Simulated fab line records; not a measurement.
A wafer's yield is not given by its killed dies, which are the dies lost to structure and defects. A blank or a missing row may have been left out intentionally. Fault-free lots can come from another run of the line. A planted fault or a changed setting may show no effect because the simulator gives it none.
The tool behind it: which one? ; flow sky130 ; 6 lots with 18 wafers sampled at 3 steps, on a route of 708 steps

WHAT THE GAUGES READ, wafer by wafer
SKY_VT_ADJUST_LVTN_OVL_MEAS_18.
lot;measured;on;VT_ADJUST_LVTN_01_OVL (nm)
L718;day 7 17:41;overlay-02;-1.7 -1.2 -0.5
L722;day 9 12:29;overlay-01;- - -
L730;day 11 13:05;overlay-01;2.3 2.0 3.6
L731;day 12 03:19;overlay-01;1.2 0.9 1.6
L734;day 12 16:04;overlay-02;-0.4 0.1 -0.5
L737;day 13 14:14;overlay-01;0.0 0.0 1.2

WHAT TOOL EACH LOT RAN ON (gives the tool, then ch and the chambers of the sampled wafers, and finally the start)
lot;SKY_VT_ADJUST_HVTP_STRIP_10;SKY_VT_ADJUST_LVTN_EXPOSE_15
L718;plasmaAsher-03 ch 0,1, day 6 02:55;ilineStepper-01 ch 0, day 7 08:01
L722;plasmaAsher-04 ch 0,1, day 7 18:19;ilineStepper-01 ch 0, day 9 02:33
L730;plasmaAsher-04 ch 0,1, day 9 15:51;ilineStepper-01 ch 0, day 11 01:49
L731;plasmaAsher-02 ch 0,1, day 10 05:09;ilineStepper-01 ch 0, day 11 15:32
L734;plasmaAsher-02 ch 0,1, day 10 16:23;ilineStepper-01 ch 0, day 12 03:51
L737;plasmaAsher-03 ch 0,1, day 11 11:57;ilineStepper-02 ch 0, day 13 01:26
- SKY_VT_ADJUST_HVTP_STRIP_10: strips in O2/N2.
- SKY_VT_ADJUST_LVTN_EXPOSE_15: exposes mask HVN STD DERIVED, target cd 600 nm.

THE ANSWER, worked out from the rows above alone
Rule: what is usual is taken from the lots themselves. Put in order of their means at a reading, lots are off if they are a third of the lots or fewer, leave a main group of 4 or more, and stand apart from it by a gap of 3 or more times the standard deviation of the main group's means; of several such gaps the widest counts. Not used: any main group whose means are identical at the precision the tables above print for the reading. A lot without any number at a reading at which 4 lots or more have one is off too. All remaining lots with rows at the step are treated as sound.
Off: at SKY_VT_ADJUST_LVTN_OVL_MEAS_18 (VT_ADJUST_LVTN_01_OVL), L722. Without a number there: L722. For the main group the mean is 0.6 nm and the standard deviation 1.3.
A tool fits if, at a process step before that reading, it ran every lot that is off, and no sound lot after the first of them. The gauges at SKY_VT_ADJUST_LVTN_OVL_MEAS_18 are tried like those tools. Of those tried, none fits.

WHAT WAS PUT IN BY THE SIMULATOR
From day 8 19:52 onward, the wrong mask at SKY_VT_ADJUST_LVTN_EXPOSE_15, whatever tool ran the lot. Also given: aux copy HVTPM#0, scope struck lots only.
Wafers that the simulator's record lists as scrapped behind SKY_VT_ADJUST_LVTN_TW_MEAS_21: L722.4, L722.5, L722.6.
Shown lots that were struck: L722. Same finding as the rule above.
